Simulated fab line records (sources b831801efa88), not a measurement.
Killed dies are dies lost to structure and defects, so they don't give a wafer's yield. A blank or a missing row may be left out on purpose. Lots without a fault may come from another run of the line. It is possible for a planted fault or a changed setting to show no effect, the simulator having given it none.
2 desks looking at one fault -- flow sky130 -- every desk sees just its own numbers, and what lay behind them comes last

TOOL OWNER'S DESK, pecvd-01
The tool's own readings at SKY_CONTACT_CVD_00 (deposits Si3N4, target thk 75 nm): means of the sampled wafers that have a number, for each lot that ran on this tool. Marked OUT: a lot whose mean sits more than 4 standard deviations from the usual mean, which makes it out of limits; the brackets give that distance.
Columns: A = heater-power-w at SKY_CONTACT_CVD_00, usual 720 W
lot,first seen here,A
L396,day 31 07:42,781
L400,day 32 20:11,729
L403,day 33 22:13,752
L412,day 36 15:52,706
L413,day 36 20:53,739
L416,day 37 14:24,690
L417,day 38 11:01,726
This desk's finding: nothing out of limits on any of the 7 lots.

AT THE METROLOGY DESK
Means of the sampled wafers that have a number, per lot and without regard to the tool the lot ran on: this is what the gauges read. Marked OUT: a lot whose mean sits more than 4 standard deviations from the usual mean, which makes it out of limits; the brackets give that distance.
Columns: A = LI_CONTACT_HDPCVD_THK at SKY_LI_CONTACT_THK_MEAS_01, usual 932 nm; B = LI_CONTACT_W_THK at SKY_LI_CONTACT_THK_MEAS_23, usual 398 nm; C = CONTACT_CVD_00_THK at SKY_CONTACT_THK_MEAS_01, usual 74.9 nm
lot,first seen here,A,B,C
L396,day 28 20:44,925,396,75.6
L400,day 30 09:44,929,405,62.4 (-14) OUT
L403,day 31 12:11,943,390,69.2 (-6.3) OUT
L407,day 32 15:31,929,393,75.7
L408,day 32 21:33,936,403,75.3
L409,day 33 07:28,931,397,74.5
L410,day 33 15:59,921,391,74.1
L412,day 34 07:35,948,402,75.5
L411,day 34 11:41,938,395,74.2
L413,day 34 12:44,925,406,75.7
L416,day 35 06:50,942,395,74.5
L417,day 36 03:49,932,404,74.9
This desk reports L400, L403 out of limits; the earliest was L400 at day 32 20:13 (CONTACT_CVD_00_THK at SKY_CONTACT_THK_MEAS_01). L396, L407, L408, L409, L410, L412, L411, L413, L416, L417 stayed within limits.

ALL TOGETHER
An alarm was possible from the metrology desk at day 32 20:13, on L400, L403.
The desk of the tool owner found nothing out of limits.
On record at the tool owner's desk: L400, L403, within its limits.
Every lot named ran SKY_CONTACT_CVD_00 on pecvd-01.

WHAT THE SIMULATOR HAD PUT IN
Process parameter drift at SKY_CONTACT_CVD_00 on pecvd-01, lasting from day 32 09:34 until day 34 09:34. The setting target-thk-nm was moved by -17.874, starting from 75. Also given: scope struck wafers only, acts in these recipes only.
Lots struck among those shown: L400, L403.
Time in hours between the start of the fault and the first out-of-limits reading at each desk: metrology desk, 11.
